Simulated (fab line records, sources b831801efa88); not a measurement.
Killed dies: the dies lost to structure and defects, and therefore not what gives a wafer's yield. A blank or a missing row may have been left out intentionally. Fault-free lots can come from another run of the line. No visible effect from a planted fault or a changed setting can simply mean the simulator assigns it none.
Which tool was responsible? -- flow gf180mcu -- Sampling: 24 lots, 72 wafers, 2 of 602 route steps

== WHAT THE GAUGES SHOWED, per wafer ==
GF_V1_CD_MEAS_14: target cd 260 nm. Usual: cdNm at 259.9 nm, with a standard deviation of 1.3.
lot,measured,on,cdNm (nm),flag
L074,day 18 07:17,cdSem-01,259.9 259.6 259.8,
L075,day 18 14:17,cdSem-02,260.4 260.1 259.7,
L076,day 19 02:16,cdSem-01,259.0 260.3 261.5,
L077,day 19 10:08,cdSem-01,260.3 260.8 262.2,
L078,day 19 22:11,cdSem-01,260.0 259.8 259.2,
L079,day 20 06:44,cdSem-02,259.8 260.2 259.9,
L080,day 20 12:44,cdSem-02,260.0 260.2 260.2,
L081,day 21 05:05,cdSem-02,258.5 259.2 258.9,
L082,day 21 13:43,cdSem-01,260.2 261.8 261.8,
L083,day 22 00:56,cdSem-01,259.4 260.6 259.1,
L084,day 22 05:52,cdSem-01,260.0 261.9 260.3,
L085,day 22 15:55,cdSem-02,261.5 261.3 259.6,
L086,day 22 20:52,cdSem-02,260.0 260.1 259.8,
L087,day 23 06:08,cdSem-02,259.9 260.3 260.4,
L088,day 23 09:50,cdSem-01,259.2 259.6 259.1,
L089,day 23 23:47,cdSem-01,257.9 258.0 257.0,
L090,day 24 08:41,cdSem-02,257.3 257.9 258.6,
L091,day 24 15:55,cdSem-01,260.8 260.2 261.0,
L092,day 24 19:13,cdSem-01,259.6 259.7 260.3,
L093,day 25 07:04,cdSem-01,258.8 259.6 258.4,
L094,day 25 10:38,cdSem-02,262.1 262.6 262.7,
L095,day 25 20:12,cdSem-01,259.3 259.4 258.1,
L096,day 26 01:35,cdSem-02,258.2 257.7 259.3,
L097,day 26 09:46,cdSem-02,260.6 260.4 260.8,

GF_M2_RS_MEAS_05: a four-point-probe measurement. Usual: for M2_ALCU_RS the level is 0.0698 ohm/sq and the standard deviation is 0.00065.
lot,measured,on,M2_ALCU_RS (ohm/sq),flag
L074,day 18 09:01,filmMetro-01,0.0707 0.0700 0.0698,
L075,day 18 16:01,filmMetro-02,0.0703 0.0709 0.0715,
L076,day 19 04:02,filmMetro-03,0.0692 0.0689 0.0693,
L077,day 19 11:55,filmMetro-02,0.0685 0.0695 0.0692,
L078,day 19 23:59,filmMetro-02,0.0690 0.0698 0.0693,
L079,day 20 08:28,filmMetro-02,0.0699 0.0707 0.0700,
L080,day 20 14:53,filmMetro-02,0.0694 0.0700 0.0694,
L081,day 21 07:21,filmMetro-03,0.0695 0.0694 0.0689,
L082,day 21 15:38,filmMetro-03,0.0687 0.0689 0.0685,
L083,day 22 02:40,filmMetro-01,0.0708 0.0701 0.0703,
L084,day 22 07:37,filmMetro-01,0.0696 0.0691 0.0701,
L085,day 22 18:00,filmMetro-02,0.0706 0.0703 0.0711,
L086,day 22 22:41,filmMetro-01,0.0695 0.0698 0.0699,
L087,day 23 07:53,filmMetro-02,0.0708 0.0701 0.0708,
L088,day 23 11:40,filmMetro-01,0.0706 0.0699 0.0696,
L089,day 24 01:34,filmMetro-01,0.0703 0.0700 0.0706,
L090,day 24 10:25,filmMetro-03,0.0703 0.0708 0.0704,
L091,day 24 17:39,filmMetro-03,0.0705 0.0699 0.0696,
L092,day 24 20:58,filmMetro-02,0.0704 0.0696 0.0697,
L093,day 25 08:49,filmMetro-02,0.0694 0.0701 0.0703,
L094,day 25 12:23,filmMetro-03,0.0697 0.0692 0.0692,
L095,day 25 21:56,filmMetro-01,0.0696 0.0687 0.0688,
L096,day 26 03:22,filmMetro-01,0.0693 0.0693 0.0696,
L097,day 26 11:34,filmMetro-02,0.0689 0.0690 0.0691,

== TOOL THAT RAN EACH LOT (tool first, then ch and the chambers of the sampled wafers, then the start) ==
The record holds no process step before these readings.

== WHAT THE TOOLS THEMSELVES READ (means of the sampled wafers that have a number; where no wafer has one, the mark that the record gives instead) ==
The record holds no such reading with a usual standard deviation.

== THE ANSWER, worked out from the rows above alone ==
Rule: take the mean of a lot's wafers that have a number; if it is more than 3 standard deviations from the usual mean, the lot is off. Also off: a lot with no number at a reading for which 4 or more lots have one. Any other lot the step has rows for is counted as sound. First the gauges in route order, then the tools' own readings, where a lot's mean is used as printed above. At the first step where some lot is off, the reading lying furthest off is the one used; lots without a number count as furthest.
No lot is off on any of the readings shown, so nothing can be concluded from this.

== WHAT HAD BEEN PUT IN BY THE SIMULATOR ==
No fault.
